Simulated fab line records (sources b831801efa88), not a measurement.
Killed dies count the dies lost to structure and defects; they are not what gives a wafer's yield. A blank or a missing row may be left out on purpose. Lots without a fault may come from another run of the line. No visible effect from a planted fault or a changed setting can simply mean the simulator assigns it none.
fab line records || flow gf180mcu || part 2 of 2: steps 25 to 34 of 34
record: {"lots": 5, "wafers": 15, "last_day": 34}
route steps=602 shown V2@387 M3@409
lots untouched by any fault: they come from a run of this same line in which no faults occurred
start_h: the number of hours between the record's first day and the start of the first shown wafer of the lot || wait_h: time in hours since the lot's previous step || " identical to the entry in the row above || L1.1+2: one row covering several wafers at once || - value missing, or start not given || * or withheld: withheld || < > ~ a bound
route shown NAME@n: NAME is a module with steps in the file, n the number in the route of the first one || usual: mean/standard deviation taken from wafers without a fault || same: alike in all rows || chamber/n: place in a boat || sites: each site's reading || _std_site: how widely they spread, as a standard deviation || _edge_site: mean of outer sites minus mean of inner sites || radius_mm: for every site, how far away it sits from the centre of the wafer || mask NAME#n: copy n || behind: tool/chamber where the wafer was last shaped || hold: why the lot went on hold/how many hours it stayed there/how the hold came to an end || device: the transistor (n, p or np) that didn't switch || end of line: the tests these same wafers got at the end of their route || where a step has no rows: the recipe by itself || killed: count of dies lost to structure and defects at first sort (not the wafer's yield) || map: per-die view of a wafer (x killed, . not killed, _ where there is no die)
set.NAME: the setting the step ran with; set.NAME@STEP: the setting that earlier step ran with || model.NAME: the simulator's own value behind a step, which no gauge read
lots seen at some steps along the route; tables by step, rows by wafer
services: from which hour (start_h, from the record's first day; less than 0 if before it) a tool's chamber was out of use, for how many hours, and why
== steps ==
step: GF_M3_SPUTTER_02
recipe: {"material": "AlCu", "target_thk_nm": 450, "power_w": 10600, "time_s": 23.9, "chamber_pressure_pa": 0.4}
usual: {"cathode_dc_power_W": "10600/1.9", "throttle_valve_pct": "29.6/0.69"}
{"lot.wafer": "L075.3", "tool": "pvd_sputter-04", "chamber": "-", "start_h": 473.60, "wait_h": 0.0, "cathode_dc_power_W": 10597, "throttle_valve_pct": 29.3}
{"lot.wafer": "L075.5", "tool": "pvd_sputter-04", "chamber": "-", "start_h": 473.60, "wait_h": 0.0, "cathode_dc_power_W": 10598, "throttle_valve_pct": 29.6}
{"lot.wafer": "L075.6", "tool": "pvd_sputter-04", "chamber": "-", "start_h": 473.60, "wait_h": 0.0, "cathode_dc_power_W": 10599, "throttle_valve_pct": 29.7}
{"lot.wafer": "L080.4", "tool": "pvd_sputter-04", "chamber": "-", "start_h": 518.65, "wait_h": 0.0, "cathode_dc_power_W": 10600, "throttle_valve_pct": 29.6}
{"lot.wafer": "L080.5", "tool": "pvd_sputter-04", "chamber": "-", "start_h": 518.65, "wait_h": 0.0, "cathode_dc_power_W": 10600, "throttle_valve_pct": 30.1}
{"lot.wafer": "L080.6", "tool": "pvd_sputter-04", "chamber": "-", "start_h": 518.65, "wait_h": 0.0, "cathode_dc_power_W": 10602, "throttle_valve_pct": 29.4}
{"lot.wafer": "L087.1", "tool": "pvd_sputter-03", "chamber": "-", "start_h": 583.20, "wait_h": 0.0, "cathode_dc_power_W": 10599, "throttle_valve_pct": 31.6}
{"lot.wafer": "L087.2", "tool": "pvd_sputter-03", "chamber": "-", "start_h": 583.20, "wait_h": 0.0, "cathode_dc_power_W": 10604, "throttle_valve_pct": 30.1}
{"lot.wafer": "L087.4", "tool": "pvd_sputter-03", "chamber": "-", "start_h": 583.20, "wait_h": 0.0, "cathode_dc_power_W": 10601, "throttle_valve_pct": 29.7}
{"lot.wafer": "L095.3", "tool": "pvd_sputter-04", "chamber": "-", "start_h": 636.16, "wait_h": 0.0, "cathode_dc_power_W": 10599, "throttle_valve_pct": 29.2}
{"lot.wafer": "L095.4", "tool": "pvd_sputter-04", "chamber": "-", "start_h": 636.16, "wait_h": 0.0, "cathode_dc_power_W": 10599, "throttle_valve_pct": 30.1}
{"lot.wafer": "L095.6", "tool": "pvd_sputter-04", "chamber": "-", "start_h": 636.16, "wait_h": 0.0, "cathode_dc_power_W": 10603, "throttle_valve_pct": 29.4}
{"lot.wafer": "L096.1", "tool": "pvd_sputter-04", "chamber": "-", "start_h": 642.81, "wait_h": 0.0, "cathode_dc_power_W": 10595, "throttle_valve_pct": 29.5}
{"lot.wafer": "L096.5", "tool": "pvd_sputter-04", "chamber": "-", "start_h": 642.81, "wait_h": 0.0, "cathode_dc_power_W": 10600, "throttle_valve_pct": 29.5}
{"lot.wafer": "L096.6", "tool": "pvd_sputter-04", "chamber": "-", "start_h": 642.81, "wait_h": 0.0, "cathode_dc_power_W": 10599, "throttle_valve_pct": 29.8}
step: GF_M3_SPUTTER_03
recipe: {"material": "Ti", "target_thk_nm": 10, "substrate_temp_c": 300, "chamber_pressure_pa": 0.3, "power_w": 3000, "time_s": 6.7}
usual: {"cathode_dc_power_W": "3000.1/0.56", "throttle_valve_pct": "29.6/0.71"}
{"lot.wafer": "L075.3", "tool": "pvd_sputter-04", "chamber": "-", "start_h": 473.63, "wait_h": 0.0, "cathode_dc_power_W": 3000.8, "throttle_valve_pct": 29.5}
{"lot.wafer": "L075.5", "tool": "pvd_sputter-04", "chamber": "-", "start_h": 473.63, "wait_h": 0.0, "cathode_dc_power_W": 3000.4, "throttle_valve_pct": 29.5}
{"lot.wafer": "L075.6", "tool": "pvd_sputter-04", "chamber": "-", "start_h": 473.63, "wait_h": 0.0, "cathode_dc_power_W": 3000.6, "throttle_valve_pct": 29.6}
{"lot.wafer": "L080.4", "tool": "pvd_sputter-04", "chamber": "-", "start_h": 518.68, "wait_h": 0.0, "cathode_dc_power_W": 2999.7, "throttle_valve_pct": 29.7}
{"lot.wafer": "L080.5", "tool": "pvd_sputter-04", "chamber": "-", "start_h": 518.68, "wait_h": 0.0, "cathode_dc_power_W": 3000.6, "throttle_valve_pct": 30.0}
{"lot.wafer": "L080.6", "tool": "pvd_sputter-04", "chamber": "-", "start_h": 518.68, "wait_h": 0.0, "cathode_dc_power_W": 3000.3, "throttle_valve_pct": 29.0}
{"lot.wafer": "L087.1", "tool": "pvd_sputter-03", "chamber": "-", "start_h": 583.23, "wait_h": 0.0, "cathode_dc_power_W": 2999.8, "throttle_valve_pct": 31.7}
{"lot.wafer": "L087.2", "tool": "pvd_sputter-03", "chamber": "-", "start_h": 583.23, "wait_h": 0.0, "cathode_dc_power_W": 2999.2, "throttle_valve_pct": 29.9}
{"lot.wafer": "L087.4", "tool": "pvd_sputter-03", "chamber": "-", "start_h": 583.23, "wait_h": 0.0, "cathode_dc_power_W": 2999.7, "throttle_valve_pct": 29.7}
{"lot.wafer": "L095.3", "tool": "pvd_sputter-04", "chamber": "-", "start_h": 636.19, "wait_h": 0.0, "cathode_dc_power_W": 2999.4, "throttle_valve_pct": 29.5}
{"lot.wafer": "L095.4", "tool": "pvd_sputter-04", "chamber": "-", "start_h": 636.19, "wait_h": 0.0, "cathode_dc_power_W": 2999.0, "throttle_valve_pct": 29.9}
{"lot.wafer": "L095.6", "tool": "pvd_sputter-04", "chamber": "-", "start_h": 636.19, "wait_h": 0.0, "cathode_dc_power_W": 2999.4, "throttle_valve_pct": 29.5}
{"lot.wafer": "L096.1", "tool": "pvd_sputter-04", "chamber": "-", "start_h": 642.84, "wait_h": 0.0, "cathode_dc_power_W": 3000.5, "throttle_valve_pct": 29.7}
{"lot.wafer": "L096.5", "tool": "pvd_sputter-04", "chamber": "-", "start_h": 642.84, "wait_h": 0.0, "cathode_dc_power_W": 3001.1, "throttle_valve_pct": 29.7}
{"lot.wafer": "L096.6", "tool": "pvd_sputter-04", "chamber": "-", "start_h": 642.84, "wait_h": 0.0, "cathode_dc_power_W": 3000.0, "throttle_valve_pct": 29.8}
step: GF_M3_SPUTTER_04
recipe: {"material": "TiN", "target_thk_nm": 50, "power_w": 6500, "time_s": 41.7, "chamber_pressure_pa": 0.4}
usual: {"cathode_dc_power_W": "6499.9/1.1", "throttle_valve_pct": "29.6/0.67"}
{"lot.wafer": "L075.3", "tool": "pvd_sputter-04", "chamber": "-", "start_h": 473.65, "wait_h": 0.0, "cathode_dc_power_W": 6499.9, "throttle_valve_pct": 29.5}
{"lot.wafer": "L075.5", "tool": "pvd_sputter-04", "chamber": "-", "start_h": 473.65, "wait_h": 0.0, "cathode_dc_power_W": 6498.1, "throttle_valve_pct": 29.4}
{"lot.wafer": "L075.6", "tool": "pvd_sputter-04", "chamber": "-", "start_h": 473.65, "wait_h": 0.0, "cathode_dc_power_W": 6500.7, "throttle_valve_pct": 29.4}
{"lot.wafer": "L080.4", "tool": "pvd_sputter-04", "chamber": "-", "start_h": 518.70, "wait_h": 0.0, "cathode_dc_power_W": 6501.2, "throttle_valve_pct": 29.6}
{"lot.wafer": "L080.5", "tool": "pvd_sputter-04", "chamber": "-", "start_h": 518.70, "wait_h": 0.0, "cathode_dc_power_W": 6500.4, "throttle_valve_pct": 29.8}
{"lot.wafer": "L080.6", "tool": "pvd_sputter-04", "chamber": "-", "start_h": 518.70, "wait_h": 0.0, "cathode_dc_power_W": 6498.8, "throttle_valve_pct": 29.4}
{"lot.wafer": "L087.1", "tool": "pvd_sputter-03", "chamber": "-", "start_h": 583.25, "wait_h": 0.0, "cathode_dc_power_W": 6499.3, "throttle_valve_pct": 31.6}
{"lot.wafer": "L087.2", "tool": "pvd_sputter-03", "chamber": "-", "start_h": 583.25, "wait_h": 0.0, "cathode_dc_power_W": 6500.2, "throttle_valve_pct": 30.1}
{"lot.wafer": "L087.4", "tool": "pvd_sputter-03", "chamber": "-", "start_h": 583.25, "wait_h": 0.0, "cathode_dc_power_W": 6499.6, "throttle_valve_pct": 29.5}
{"lot.wafer": "L095.3", "tool": "pvd_sputter-04", "chamber": "-", "start_h": 636.21, "wait_h": 0.0, "cathode_dc_power_W": 6498.5, "throttle_valve_pct": 29.5}
{"lot.wafer": "L095.4", "tool": "pvd_sputter-04", "chamber": "-", "start_h": 636.21, "wait_h": 0.0, "cathode_dc_power_W": 6500.1, "throttle_valve_pct": 29.9}
{"lot.wafer": "L095.6", "tool": "pvd_sputter-04", "chamber": "-", "start_h": 636.21, "wait_h": 0.0, "cathode_dc_power_W": 6500.2, "throttle_valve_pct": 29.4}
{"lot.wafer": "L096.1", "tool": "pvd_sputter-04", "chamber": "-", "start_h": 642.86, "wait_h": 0.0, "cathode_dc_power_W": 6499.9, "throttle_valve_pct": 29.7}
{"lot.wafer": "L096.5", "tool": "pvd_sputter-04", "chamber": "-", "start_h": 642.86, "wait_h": 0.0, "cathode_dc_power_W": 6498.6, "throttle_valve_pct": 29.6}
{"lot.wafer": "L096.6", "tool": "pvd_sputter-04", "chamber": "-", "start_h": 642.86, "wait_h": 0.0, "cathode_dc_power_W": 6500.5, "throttle_valve_pct": 30.1}
step: GF_M3_RS_MEAS_05
recipe: {"thk_meas_gauge": "four-point-probe", "reads": "TiN_of_M3_SPUTTER_04+Ti_of_M3_SPUTTER_03+AlCu_of_M3_SPUTTER_02+TiN_of_M3_SPUTTER_01+Ti_of_M3_SPUTTER_00"}
usual: {"M3_ALCU_RS": "0.0694/0.00065"}
{"lot.wafer": "L075.3", "tool": "film_metro-04", "chamber": "-", "start_h": 473.73, "wait_h": 0.1, "M3_ALCU_RS[ohm/sq]": 0.0693}
{"lot.wafer": "L075.5", "tool": "film_metro-04", "chamber": "-", "start_h": 473.73, "wait_h": 0.1, "M3_ALCU_RS[ohm/sq]": 0.0700}
{"lot.wafer": "L075.6", "tool": "film_metro-04", "chamber": "-", "start_h": 473.73, "wait_h": 0.1, "M3_ALCU_RS[ohm/sq]": 0.0695}
{"lot.wafer": "L080.4", "tool": "film_metro-03", "chamber": "-", "start_h": 518.80, "wait_h": 0.1, "M3_ALCU_RS[ohm/sq]": 0.0697}
{"lot.wafer": "L080.5", "tool": "film_metro-03", "chamber": "-", "start_h": 518.80, "wait_h": 0.1, "M3_ALCU_RS[ohm/sq]": 0.0692}
{"lot.wafer": "L080.6", "tool": "film_metro-03", "chamber": "-", "start_h": 518.80, "wait_h": 0.1, "M3_ALCU_RS[ohm/sq]": 0.0707}
{"lot.wafer": "L087.1", "tool": "film_metro-01", "chamber": "-", "start_h": 583.29, "wait_h": 0.0, "M3_ALCU_RS[ohm/sq]": 0.0696}
{"lot.wafer": "L087.2", "tool": "film_metro-01", "chamber": "-", "start_h": 583.29, "wait_h": 0.0, "M3_ALCU_RS[ohm/sq]": 0.0695}
{"lot.wafer": "L087.4", "tool": "film_metro-01", "chamber": "-", "start_h": 583.29, "wait_h": 0.0, "M3_ALCU_RS[ohm/sq]": 0.0693}
{"lot.wafer": "L095.3", "tool": "film_metro-03", "chamber": "-", "start_h": 636.29, "wait_h": 0.1, "M3_ALCU_RS[ohm/sq]": 0.0696}
{"lot.wafer": "L095.4", "tool": "film_metro-03", "chamber": "-", "start_h": 636.29, "wait_h": 0.1, "M3_ALCU_RS[ohm/sq]": 0.0687}
{"lot.wafer": "L095.6", "tool": "film_metro-03", "chamber": "-", "start_h": 636.29, "wait_h": 0.1, "M3_ALCU_RS[ohm/sq]": 0.0687}
{"lot.wafer": "L096.1", "tool": "film_metro-04", "chamber": "-", "start_h": 642.90, "wait_h": 0.0, "M3_ALCU_RS[ohm/sq]": 0.0699}
{"lot.wafer": "L096.5", "tool": "film_metro-04", "chamber": "-", "start_h": 642.90, "wait_h": 0.0, "M3_ALCU_RS[ohm/sq]": 0.0700}
{"lot.wafer": "L096.6", "tool": "film_metro-04", "chamber": "-", "start_h": 642.90, "wait_h": 0.0, "M3_ALCU_RS[ohm/sq]": 0.0693}
step: GF_M3_THK_MEAS_06
recipe: {"thk_meas_gauge": "xrf", "reads": "AlCu_of_M3_SPUTTER_02"}
usual: {"M3_ALCU_THK": "447/4.3"}
{"lot.wafer": "L075.3", "tool": "film_metro-04", "chamber": "-", "start_h": 473.83, "wait_h": 0.1, "M3_ALCU_THK[nm]": 447}
{"lot.wafer": "L075.5", "tool": "film_metro-04", "chamber": "-", "start_h": 473.83, "wait_h": 0.1, "M3_ALCU_THK[nm]": 443}
{"lot.wafer": "L075.6", "tool": "film_metro-04", "chamber": "-", "start_h": 473.83, "wait_h": 0.1, "M3_ALCU_THK[nm]": 448}
{"lot.wafer": "L080.4", "tool": "film_metro-03", "chamber": "-", "start_h": 518.89, "wait_h": 0.1, "M3_ALCU_THK[nm]": 446}
{"lot.wafer": "L080.5", "tool": "film_metro-03", "chamber": "-", "start_h": 518.89, "wait_h": 0.1, "M3_ALCU_THK[nm]": 453}
{"lot.wafer": "L080.6", "tool": "film_metro-03", "chamber": "-", "start_h": 518.89, "wait_h": 0.1, "M3_ALCU_THK[nm]": 443}
{"lot.wafer": "L087.1", "tool": "film_metro-01", "chamber": "-", "start_h": 583.41, "wait_h": 0.1, "M3_ALCU_THK[nm]": 443}
{"lot.wafer": "L087.2", "tool": "film_metro-01", "chamber": "-", "start_h": 583.41, "wait_h": 0.1, "M3_ALCU_THK[nm]": 444}
{"lot.wafer": "L087.4", "tool": "film_metro-01", "chamber": "-", "start_h": 583.41, "wait_h": 0.1, "M3_ALCU_THK[nm]": 445}
{"lot.wafer": "L095.3", "tool": "film_metro-03", "chamber": "-", "start_h": 636.39, "wait_h": 0.1, "M3_ALCU_THK[nm]": 446}
{"lot.wafer": "L095.4", "tool": "film_metro-03", "chamber": "-", "start_h": 636.39, "wait_h": 0.1, "M3_ALCU_THK[nm]": 449}
{"lot.wafer": "L095.6", "tool": "film_metro-03", "chamber": "-", "start_h": 636.39, "wait_h": 0.1, "M3_ALCU_THK[nm]": 447}
{"lot.wafer": "L096.1", "tool": "film_metro-04", "chamber": "-", "start_h": 643.02, "wait_h": 0.1, "M3_ALCU_THK[nm]": 447}
{"lot.wafer": "L096.5", "tool": "film_metro-04", "chamber": "-", "start_h": 643.02, "wait_h": 0.1, "M3_ALCU_THK[nm]": 446}
{"lot.wafer": "L096.6", "tool": "film_metro-04", "chamber": "-", "start_h": 643.02, "wait_h": 0.1, "M3_ALCU_THK[nm]": 450}
step: GF_M3_DEHYDRATE_07
recipe: {"temp_c": 200, "time_s": 60}
usual: {"exhaust_pa": "44.9/0.74", "heater_power_total_W": "160.36/0.12"}
{"lot.wafer": "L075.3", "tool": "litho_track-02", "chamber": 0, "start_h": 485.61, "wait_h": 11.8, "exhaust_pa": 45.4, "heater_power_total_W": 160.35}
{"lot.wafer": "L075.5", "tool": "litho_track-02", "chamber": 0, "start_h": 485.61, "wait_h": 11.8, "exhaust_pa": 45.1, "heater_power_total_W": 160.65}
{"lot.wafer": "L075.6", "tool": "litho_track-02", "chamber": 0, "start_h": 485.61, "wait_h": 11.8, "exhaust_pa": 45.6, "heater_power_total_W": 160.27}
{"lot.wafer": "L080.4", "tool": "litho_track-03", "chamber": 0, "start_h": 529.58, "wait_h": 10.7, "exhaust_pa": 45.0, "heater_power_total_W": 160.24}
{"lot.wafer": "L080.5", "tool": "litho_track-03", "chamber": 0, "start_h": 529.58, "wait_h": 10.7, "exhaust_pa": 46.0, "heater_power_total_W": 160.30}
{"lot.wafer": "L080.6", "tool": "litho_track-03", "chamber": 0, "start_h": 529.58, "wait_h": 10.7, "exhaust_pa": 45.1, "heater_power_total_W": 160.59}
{"lot.wafer": "L087.1", "tool": "litho_track-01", "chamber": 0, "start_h": 593.21, "wait_h": 9.8, "exhaust_pa": 44.0, "heater_power_total_W": 160.39}
{"lot.wafer": "L087.2", "tool": "litho_track-01", "chamber": 0, "start_h": 593.21, "wait_h": 9.8, "exhaust_pa": 43.8, "heater_power_total_W": 160.46}
{"lot.wafer": "L087.4", "tool": "litho_track-01", "chamber": 0, "start_h": 593.21, "wait_h": 9.8, "exhaust_pa": 44.6, "heater_power_total_W": 160.40}
{"lot.wafer": "L095.3", "tool": "litho_track-02", "chamber": 0, "start_h": 645.66, "wait_h": 9.3, "exhaust_pa": 44.8, "heater_power_total_W": 160.40}
{"lot.wafer": "L095.4", "tool": "litho_track-02", "chamber": 0, "start_h": 645.66, "wait_h": 9.3, "exhaust_pa": 44.8, "heater_power_total_W": 160.64}
{"lot.wafer": "L095.6", "tool": "litho_track-02", "chamber": 0, "start_h": 645.66, "wait_h": 9.3, "exhaust_pa": 45.9, "heater_power_total_W": 160.35}
{"lot.wafer": "L096.1", "tool": "litho_track-02", "chamber": 0, "start_h": 652.16, "wait_h": 9.1, "exhaust_pa": 42.5, "heater_power_total_W": 160.49}
{"lot.wafer": "L096.5", "tool": "litho_track-02", "chamber": 0, "start_h": 652.16, "wait_h": 9.1, "exhaust_pa": 43.6, "heater_power_total_W": 160.41}
{"lot.wafer": "L096.6", "tool": "litho_track-02", "chamber": 0, "start_h": 652.16, "wait_h": 9.1, "exhaust_pa": 43.3, "heater_power_total_W": 160.27}
step: GF_M3_HMDS_08
recipe: {"prime_time_s": 60, "prime_temp_c": 120}
usual: {"exhaust_pa": "45.0/0.88"}
same: {"prime_time_s": 60}
{"lot.wafer": "L075.3", "tool": "litho_track-02", "chamber": 0, "start_h": 485.76, "wait_h": 0.1, "exhaust_pa": 45.1}
{"lot.wafer": "L075.5", "tool": "litho_track-02", "chamber": 0, "start_h": 485.76, "wait_h": 0.1, "exhaust_pa": 44.7}
{"lot.wafer": "L075.6", "tool": "litho_track-02", "chamber": 0, "start_h": 485.76, "wait_h": 0.1, "exhaust_pa": 45.3}
{"lot.wafer": "L080.4", "tool": "litho_track-03", "chamber": 0, "start_h": 529.73, "wait_h": 0.1, "exhaust_pa": 45.7}
{"lot.wafer": "L080.5", "tool": "litho_track-03", "chamber": 0, "start_h": 529.73, "wait_h": 0.1, "exhaust_pa": 45.3}
{"lot.wafer": "L080.6", "tool": "litho_track-03", "chamber": 0, "start_h": 529.73, "wait_h": 0.1, "exhaust_pa": 45.6}
{"lot.wafer": "L087.1", "tool": "litho_track-01", "chamber": 0, "start_h": 593.36, "wait_h": 0.1, "exhaust_pa": 44.9}
{"lot.wafer": "L087.2", "tool": "litho_track-01", "chamber": 0, "start_h": 593.36, "wait_h": 0.1, "exhaust_pa": 45.5}
{"lot.wafer": "L087.4", "tool": "litho_track-01", "chamber": 0, "start_h": 593.36, "wait_h": 0.1, "exhaust_pa": 43.8}
{"lot.wafer": "L095.3", "tool": "litho_track-02", "chamber": 0, "start_h": 645.81, "wait_h": 0.1, "exhaust_pa": 44.3}
{"lot.wafer": "L095.4", "tool": "litho_track-02", "chamber": 0, "start_h": 645.81, "wait_h": 0.1, "exhaust_pa": 44.6}
{"lot.wafer": "L095.6", "tool": "litho_track-02", "chamber": 0, "start_h": 645.81, "wait_h": 0.1, "exhaust_pa": 43.5}
{"lot.wafer": "L096.1", "tool": "litho_track-02", "chamber": 0, "start_h": 652.31, "wait_h": 0.1, "exhaust_pa": 45.5}
{"lot.wafer": "L096.5", "tool": "litho_track-02", "chamber": 0, "start_h": 652.31, "wait_h": 0.1, "exhaust_pa": 46.2}
{"lot.wafer": "L096.6", "tool": "litho_track-02", "chamber": 0, "start_h": 652.31, "wait_h": 0.1, "exhaust_pa": 45.8}
step: GF_M3_COAT_09
recipe: {"resist": "KrF", "spin_rpm": "withheld", "resist_thk_nm": 1000}
usual: {"exhaust_pa": "44.9/0.81"}
{"lot.wafer": "L075.3", "tool": "litho_track-02", "chamber": 0, "start_h": 485.91, "wait_h": 0.1, "exhaust_pa": 45.6}
{"lot.wafer": "L075.5", "tool": "litho_track-02", "chamber": 0, "start_h": 485.91, "wait_h": 0.1, "exhaust_pa": 44.9}
{"lot.wafer": "L075.6", "tool": "litho_track-02", "chamber": 0, "start_h": 485.91, "wait_h": 0.1, "exhaust_pa": 44.2}
{"lot.wafer": "L080.4", "tool": "litho_track-03", "chamber": 0, "start_h": 529.88, "wait_h": 0.1, "exhaust_pa": 45.7}
{"lot.wafer": "L080.5", "tool": "litho_track-03", "chamber": 0, "start_h": 529.88, "wait_h": 0.1, "exhaust_pa": 44.7}
{"lot.wafer": "L080.6", "tool": "litho_track-03", "chamber": 0, "start_h": 529.88, "wait_h": 0.1, "exhaust_pa": 46.3}
{"lot.wafer": "L087.1", "tool": "litho_track-01", "chamber": 0, "start_h": 593.51, "wait_h": 0.1, "exhaust_pa": 44.3}
{"lot.wafer": "L087.2", "tool": "litho_track-01", "chamber": 0, "start_h": 593.51, "wait_h": 0.1, "exhaust_pa": 44.3}
{"lot.wafer": "L087.4", "tool": "litho_track-01", "chamber": 0, "start_h": 593.51, "wait_h": 0.1, "exhaust_pa": 45.7}
{"lot.wafer": "L095.3", "tool": "litho_track-02", "chamber": 0, "start_h": 645.96, "wait_h": 0.1, "exhaust_pa": 44.9}
{"lot.wafer": "L095.4", "tool": "litho_track-02", "chamber": 0, "start_h": 645.96, "wait_h": 0.1, "exhaust_pa": 45.2}
{"lot.wafer": "L095.6", "tool": "litho_track-02", "chamber": 0, "start_h": 645.96, "wait_h": 0.1, "exhaust_pa": 44.5}
{"lot.wafer": "L096.1", "tool": "litho_track-02", "chamber": 0, "start_h": 652.46, "wait_h": 0.1, "exhaust_pa": 45.7}
{"lot.wafer": "L096.5", "tool": "litho_track-02", "chamber": 0, "start_h": 652.46, "wait_h": 0.1, "exhaust_pa": 44.8}
{"lot.wafer": "L096.6", "tool": "litho_track-02", "chamber": 0, "start_h": 652.46, "wait_h": 0.1, "exhaust_pa": 44.8}
step: GF_M3_SOFTBAKE_10
recipe: {"temp_c": 130, "time_s": 60, "resist": "KrF"}
usual: {"exhaust_pa": "45.0/0.93", "heater_power_total_W": "93.05/0.059"}
{"lot.wafer": "L075.3", "tool": "litho_track-02", "chamber": 0, "start_h": 486.06, "wait_h": 0.1, "exhaust_pa": 46.9, "heater_power_total_W": 93.04}
{"lot.wafer": "L075.5", "tool": "litho_track-02", "chamber": 0, "start_h": 486.06, "wait_h": 0.1, "exhaust_pa": 45.7, "heater_power_total_W": 93.04}
{"lot.wafer": "L075.6", "tool": "litho_track-02", "chamber": 0, "start_h": 486.06, "wait_h": 0.1, "exhaust_pa": 46.2, "heater_power_total_W": 93.12}
{"lot.wafer": "L080.4", "tool": "litho_track-03", "chamber": 0, "start_h": 530.03, "wait_h": 0.1, "exhaust_pa": 44.2, "heater_power_total_W": 93.10}
{"lot.wafer": "L080.5", "tool": "litho_track-03", "chamber": 0, "start_h": 530.03, "wait_h": 0.1, "exhaust_pa": 43.3, "heater_power_total_W": 93.11}
{"lot.wafer": "L080.6", "tool": "litho_track-03", "chamber": 0, "start_h": 530.03, "wait_h": 0.1, "exhaust_pa": 45.8, "heater_power_total_W": 92.98}
{"lot.wafer": "L087.1", "tool": "litho_track-01", "chamber": 0, "start_h": 593.66, "wait_h": 0.1, "exhaust_pa": 43.1, "heater_power_total_W": 93.07}
{"lot.wafer": "L087.2", "tool": "litho_track-01", "chamber": 0, "start_h": 593.66, "wait_h": 0.1, "exhaust_pa": 43.3, "heater_power_total_W": 93.10}
{"lot.wafer": "L087.4", "tool": "litho_track-01", "chamber": 0, "start_h": 593.66, "wait_h": 0.1, "exhaust_pa": 44.0, "heater_power_total_W": 92.96}
{"lot.wafer": "L095.3", "tool": "litho_track-02", "chamber": 0, "start_h": 646.11, "wait_h": 0.1, "exhaust_pa": 45.8, "heater_power_total_W": 93.13}
{"lot.wafer": "L095.4", "tool": "litho_track-02", "chamber": 0, "start_h": 646.11, "wait_h": 0.1, "exhaust_pa": 45.7, "heater_power_total_W": 92.95}
{"lot.wafer": "L095.6", "tool": "litho_track-02", "chamber": 0, "start_h": 646.11, "wait_h": 0.1, "exhaust_pa": 46.5, "heater_power_total_W": 93.05}
{"lot.wafer": "L096.1", "tool": "litho_track-02", "chamber": 0, "start_h": 652.61, "wait_h": 0.1, "exhaust_pa": 44.9, "heater_power_total_W": 93.11}
{"lot.wafer": "L096.5", "tool": "litho_track-02", "chamber": 0, "start_h": 652.61, "wait_h": 0.1, "exhaust_pa": 44.7, "heater_power_total_W": 93.00}
{"lot.wafer": "L096.6", "tool": "litho_track-02", "chamber": 0, "start_h": 652.61, "wait_h": 0.1, "exhaust_pa": 45.2, "heater_power_total_W": 93.03}
step: GF_M3_EXPOSE_11
recipe: {"mask_id": "Metal3", "target_cd_nm": 280, "na": 0.68, "source_shape": "conventional", "sigma_outer": 0.6, "dose_mj": 28}
{"lot.wafer": "L075.3+5+6", "tool": "krf_scanner-02", "chamber": 0, "start_h": "-", "wait_h": "-", "mask": "Metal3#0"}
{"lot.wafer": "L080.4+5+6", "tool": "krf_scanner-02", "chamber": 0, "start_h": "-", "wait_h": "-", "mask": "Metal3#0"}
{"lot.wafer": "L087.1+2+4", "tool": "krf_scanner-01", "chamber": 0, "start_h": "-", "wait_h": "-", "mask": "Metal3#0"}
{"lot.wafer": "L095.3+4+6", "tool": "krf_scanner-01", "chamber": 0, "start_h": "-", "wait_h": "-", "mask": "Metal3#0"}
{"lot.wafer": "L096.1+5+6", "tool": "krf_scanner-02", "chamber": 0, "start_h": "-", "wait_h": "-", "mask": "Metal3#0"}
== services ==
{"tool": "pvd_sputter-03", "chamber": "-", "start_h": 441.83, "hours": 1.1, "kind": "repair"}
{"tool": "krf_scanner-02", "chamber": "-", "start_h": 443.08, "hours": 0.2, "kind": "repair"}
{"tool": "pvd_sputter-03", "chamber": "-", "start_h": 449.55, "hours": 2.8, "kind": "repair"}
{"tool": "rie_diel-02", "chamber": 2, "start_h": 450.88, "hours": 4.2, "kind": "repair"}
{"tool": "rie_diel-02", "chamber": 2, "start_h": 462.96, "hours": 3.1, "kind": "repair"}
{"tool": "krf_scanner-01", "chamber": "-", "start_h": 467.38, "hours": 72.0, "kind": "pm"}
{"tool": "wet_bench-01", "chamber": "-", "start_h": 484.42, "hours": 6.8, "kind": "repair"}
{"tool": "wet_bench-01", "chamber": "-", "start_h": 494.66, "hours": 4.4, "kind": "pm"}
{"tool": "krf_scanner-02", "chamber": "-", "start_h": 505.62, "hours": 1.0, "kind": "pm"}
{"tool": "krf_scanner-02", "chamber": "-", "start_h": 509.51, "hours": 0.1, "kind": "repair"}
{"tool": "pvd_sputter-02", "chamber": "-", "start_h": 511.30, "hours": 9.1, "kind": "repair"}
{"tool": "rie_diel-02", "chamber": 0, "start_h": 521.97, "hours": 8.5, "kind": "repair"}
{"tool": "rie_diel-02", "chamber": 1, "start_h": 533.69, "hours": 9.1, "kind": "repair"}
{"tool": "krf_scanner-01", "chamber": "-", "start_h": 539.38, "hours": 1.0, "kind": "pm"}
{"tool": "krf_scanner-02", "chamber": "-", "start_h": 540.38, "hours": 1.3, "kind": "pm"}
{"tool": "krf_scanner-01", "chamber": "-", "start_h": 541.68, "hours": 1.3, "kind": "pm"}
{"tool": "krf_scanner-01", "chamber": "-", "start_h": 542.98, "hours": 0.8, "kind": "pm"}
{"tool": "pvd_sputter-02", "chamber": "-", "start_h": 544.63, "hours": 6.2, "kind": "repair"}
{"tool": "wet_bench-01", "chamber": "-", "start_h": 565.97, "hours": 1.3, "kind": "repair"}
{"tool": "krf_scanner-02", "chamber": "-", "start_h": 573.22, "hours": 0.8, "kind": "pm"}
{"tool": "pvd_sputter-04", "chamber": "-", "start_h": 580.40, "hours": 10.1, "kind": "repair"}
{"tool": "pvd_sputter-03", "chamber": "-", "start_h": 597.72, "hours": 4.0, "kind": "repair"}
{"tool": "pvd_sputter-03", "chamber": "-", "start_h": 627.47, "hours": 0.6, "kind": "repair"}
{"tool": "krf_scanner-02", "chamber": "-", "start_h": 645.82, "hours": 1.0, "kind": "pm"}
